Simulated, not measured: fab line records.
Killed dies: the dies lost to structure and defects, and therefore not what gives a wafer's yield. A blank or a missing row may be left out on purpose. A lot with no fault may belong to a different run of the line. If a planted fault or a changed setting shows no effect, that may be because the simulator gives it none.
A struck lot beside a sound one :: flow gf180mcu :: 45 out of 602 route steps
Sound: wafers L913.1, L913.4, L913.6. Wafers struck: L923.1, L923.4, L923.6. Last of all comes the cause.
Per side, at each step with rows, come the tool, then ch with its chambers, and then its first start. Under that, the readings that differ: sound wafers :: struck wafers :: difference of the means :: sigmas: that difference in standard deviations of wafers without a fault.
alike: same words and numbers on both sides, and readings whose means sit less than 2 such deviations apart. not compared: any withheld reading, any reading some wafer has no value for, any bound like >300 that may hide the same value, and any number with overlapping values for which the record gives no deviation.
The two part at a step that has a row with sigmas, a row that says differs or no value, or rows on one side only. Non-overlapping numbers with no deviation appear without sigmas and do not part them. A reading that every wafer of one side lacks parts them only if that side has two wafers or more.

first, 1 step without rows for these wafers: GF_NWELL_IMPLANT_09.
GF_NWELL_STRIP_10: strips in O2/N2.
  sound on plasma_asher-01 ch 0, day 5 23:59; struck on plasma_asher-02 ch 0,1, day 8 09:24
  alike: drypump_motor_current_A, heater_power_w, oes_product_au, strip_time_to_endpoint_s
  not compared: rf_hours_counter_h
GF_NWELL_TW_MEAS_11:
  sound on film_metro-03, day 6 00:05; struck on film_metro-02, day 8 09:30
  alike: NWELL_TW
then, 7 steps without rows for these wafers: GF_LVPWELL_DEHYDRATE_00 (time 60 s); GF_LVPWELL_HMDS_01 (prime time 60 s); GF_LVPWELL_COAT_02 (resist thk 3000 nm); GF_LVPWELL_SOFTBAKE_03; GF_LVPWELL_EXPOSE_04 (exposes mask LVPWELL, target cd 600 nm); GF_LVPWELL_PEB_05; GF_LVPWELL_DEVELOP_06 (develop time 60 s).
GF_LVPWELL_OVL_MEAS_07:
  sound on overlay-01, day 6 15:09; struck on overlay-01, day 9 01:55
reading: LVPWELL_OVL (nm)
sound: -0.4 1.9 -1.6
struck: 2.6 3.6 2.1
difference: +2.8
sigmas: +2
after that, 1 step had no rows for these wafers: GF_LVPWELL_IMPLANT_08.
GF_LVPWELL_IMPLANT_09:
  sound on implanter-01 ch 0, day 6 15:20; struck on implanter-02 ch 0, day 9 03:06
reading: dose_ions_cm2
sound: 5.003e+12 4.998e+12 4.999e+12
struck: 5.435e+12 5.434e+12 5.437e+12
difference: +4.353e+11
sigmas: +81

reading: faraday_current_uA
sound: 28.4 28.3 28.4
struck: 31.0 31.0 31.0
difference: +2.6
sigmas: +5
  alike: beam_energy_keV, end_station_pressure_torr
GF_LVPWELL_STRIP_10: strips in O2/N2.
  sound on plasma_asher-04 ch 0,1, day 6 15:29; struck on plasma_asher-04 ch 0,1, day 9 03:15
  alike: drypump_motor_current_A, heater_power_w, oes_product_au, strip_time_to_endpoint_s
  not compared: rf_hours_counter_h
GF_LVPWELL_TW_MEAS_11:
  sound on film_metro-02, day 6 15:35; struck on film_metro-01, day 9 03:21
  alike: LVPWELL_TW
then, 7 steps without rows for these wafers: GF_MVSD_DEHYDRATE_00 (time 60 s); GF_MVSD_HMDS_01 (prime time 60 s); GF_MVSD_COAT_02 (resist thk 3000 nm); GF_MVSD_SOFTBAKE_03; GF_MVSD_EXPOSE_04 (exposes mask MVSD, target cd 1000 nm); GF_MVSD_PEB_05; GF_MVSD_DEVELOP_06 (develop time 60 s).
GF_MVSD_OVL_MEAS_07:
  sound on overlay-02, day 7 06:32; struck on overlay-02, day 9 20:56
  alike: MVSD_OVL
then, 2 steps without rows for these wafers: GF_MVSD_IMPLANT_08; GF_MVSD_IMPLANT_09.
GF_MVSD_STRIP_10: strips in O2/N2.
  sound on plasma_asher-02 ch 0,1, day 7 06:53; struck on plasma_asher-03 ch 0, day 9 21:17
reading: strip_time_to_endpoint_s (s)
sound: 37.14 37.08 37.12
struck: 36.97 36.91 36.96
difference: -0.17
sigmas: -2
  alike: drypump_motor_current_A, heater_power_w, oes_product_au
  not compared: rf_hours_counter_h
GF_MVSD_TW_MEAS_11:
  sound on film_metro-01, day 7 07:05; struck on film_metro-02, day 9 21:23
  alike: MVSD_TW
then, 7 steps without rows for these wafers: GF_MVPSD_DEHYDRATE_00 (time 60 s); GF_MVPSD_HMDS_01 (prime time 60 s); GF_MVPSD_COAT_02 (resist thk 3000 nm); GF_MVPSD_SOFTBAKE_03; GF_MVPSD_EXPOSE_04 (exposes mask MVPSD, target cd 1000 nm); GF_MVPSD_PEB_05; GF_MVPSD_DEVELOP_06 (develop time 60 s).
GF_MVPSD_OVL_MEAS_07:
  sound on overlay-02, day 7 23:07; struck on overlay-01, day 10 14:58
  alike: MVPSD_OVL
then, 2 steps without rows for these wafers: GF_MVPSD_IMPLANT_08; GF_MVPSD_IMPLANT_09.
GF_MVPSD_STRIP_10: strips in O2/N2.
  sound on plasma_asher-02 ch 1, day 7 23:27; struck on plasma_asher-01 ch 0,1, day 10 15:18
reading: strip_time_to_endpoint_s (s)
sound: 36.89 36.85 36.85
struck: 37.17 37.06 37.03
difference: +0.22
sigmas: +2
  alike: drypump_motor_current_A, heater_power_w, oes_product_au
  not compared: rf_hours_counter_h
GF_MVPSD_TW_MEAS_11:
  sound on film_metro-01, day 7 23:33; struck on film_metro-01, day 10 15:31
  alike: MVPSD_TW
then, 3 steps without rows for these wafers: GF_VT_IMPLANT_DEHYDRATE_00 (time 60 s); GF_VT_IMPLANT_HMDS_01 (prime time 60 s); GF_VT_IMPLANT_COAT_02 (resist thk 1000 nm).
-- the record jumps here: 3 days lie between the struck wafers' starts before and after --
GF_VT_IMPLANT_RS_MEAS_48: a four-point-probe measurement.
  sound on film_metro-01, day 10 21:02; struck on film_metro-02, day 13 22:20
reading: LVPWELL_RS (ohm/sq)
sound: 1191 1191 1189
struck: 1176 1175 1179
difference: -14
sigmas: -4
  not compared: hold
GF_VT_IMPLANT_RS_MEAS_49: a four-point-probe measurement.
  sound on film_metro-01, day 10 21:09; struck on film_metro-02, day 13 23:34
reading: hold
sound: - - -
struck: await_dispo/1.1h/release await_dispo/1.1h/release await_dispo/1.1h/release
difference: no value on the sound wafers
sigmas: 
  alike: MVPSD_RS
GF_PASSIVATION_PROBE_99:
  the record has rows for the sound wafers here (prober-02, day 32 16:19) and none for the struck ones

WHERE THEY PART
First at GF_LVPWELL_OVL_MEAS_07; last, within this record, at GF_PASSIVATION_PROBE_99.

WHY: what had been put in by the simulator
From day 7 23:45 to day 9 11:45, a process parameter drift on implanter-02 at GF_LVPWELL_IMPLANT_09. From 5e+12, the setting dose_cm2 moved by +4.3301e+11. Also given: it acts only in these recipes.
